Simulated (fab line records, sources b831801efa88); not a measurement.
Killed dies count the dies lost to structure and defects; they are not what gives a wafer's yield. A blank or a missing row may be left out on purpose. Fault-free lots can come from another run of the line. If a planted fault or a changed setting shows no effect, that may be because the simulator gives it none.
A struck lot beside a sound one -- flow sfq line -- 13 steps out of a route of 325
Sound: wafers L727.1, L727.3, L727.5. Struck: wafers L743.4, L743.5. (L743.1 of the same lot was not struck and is left out.) The cause comes at the end.
For every step that has rows: the tool of each side, followed by ch and its chambers, followed by its first start. Under that, the readings that differ: sound wafers -- struck wafers -- difference of the means -- sigmas: that difference in standard deviations of wafers without a fault.
alike: a reading whose means differ by less than 2 such deviations, as well as words and numbers matching on both sides. not compared: withheld readings; readings where some wafer has no value; bounds like >300 that might hide an equal value; numbers whose values overlap and for which the record gives no deviation.
A row with sigmas, a row that says differs or no value, or rows on one side alone: a step with any of these is where the two part. Numbers that don't overlap but have no deviation are shown without sigmas and don't part them. A reading missing from all wafers of one side parts the sides only when that side holds two or more wafers.

first, 2 steps without rows for these wafers: SFQ_TRILAYER_L0_VIA_STRIP_SOLV_CLEAN_018 (cleans in NMP, time 600 s); SFQ_TRILAYER_M0_DEP_PRE_CLEAN_020 (time 15 s).
SFQ_TRILAYER_M0_DEP_SPUTTER_019: material Nb, target thk 200 nm, time 133.3 s.
  struck on pvd sputter-05, day 12 12:21; sound on pvd sputter-05, day 5 11:23
  alike: throttle valve pct
SFQ_M0_RS_MEAS_904: uses a four-point probe to measure.
  struck on film metro-03, day 12 12:26; sound on film metro-02, day 5 11:28
  alike: M0_NB_RS
then, 6 steps without rows for these wafers: SFQ_TRILAYER_M0_LITHO_COAT_026 (resist thk 62 nm); SFQ_TRILAYER_M0_LITHO_COAT_021 (resist thk 600 nm); SFQ_TRILAYER_M0_LITHO_SOFTBAKE_025; SFQ_TRILAYER_M0_LITHO_EXPOSE_022 (exposes mask M0, target cd 500 nm); SFQ_TRILAYER_M0_LITHO_PEB_024 (peb time 60 s); SFQ_TRILAYER_M0_LITHO_DEVELOP_023 (time 60 s).
-- the record jumps here: 5 days lie between the struck wafers' starts before and after --
SFQ_M0_OVL_MEAS_906:
  struck on overlay-02, day 17 18:16; sound on overlay-01, day 8 13:40
  alike: M0_OVL
SFQ_TRILAYER_M0_BARC_OPEN_METAL_ETCH_031: etches BARC in O2, target depth 125 nm, time 41.7 s.
  sound on rie metal-02 ch 0,1, day 8 13:41; struck on rie metal-02 ch 0, day 17 18:19
reading,sound,struck,difference,sigmas
bias w (W),79.55 79.82 79.80,83.29 83.58,+3.71,+15
  alike: drypump motor current A, oes product au
  not compared: rf hours counter h
SFQ_TRILAYER_M0_ETCH_METAL_ETCH_024: etches Nb in Cl2/Ar, stops on SiO2, target depth 240 nm, time 120 s.
  sound on rie metal-02 ch 0,1, day 8 13:45; struck on rie metal-02 ch 0, day 17 18:22
  alike: bias w, drypump motor current A, oes product au
  not compared: rf hours counter h

## WHERE THEY PART
At SFQ_TRILAYER_M0_BARC_OPEN_METAL_ETCH_031 and nowhere else, as far as this record goes. Later steps at which nothing parts them and some readings are alike: SFQ_TRILAYER_M0_ETCH_METAL_ETCH_024.

WHY: what the simulator had put in
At SFQ_TRILAYER_M0_BARC_OPEN_METAL_ETCH_031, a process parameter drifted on rie metal-02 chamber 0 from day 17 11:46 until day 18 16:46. The setting bias w was moved by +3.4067, starting from 80. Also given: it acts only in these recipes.
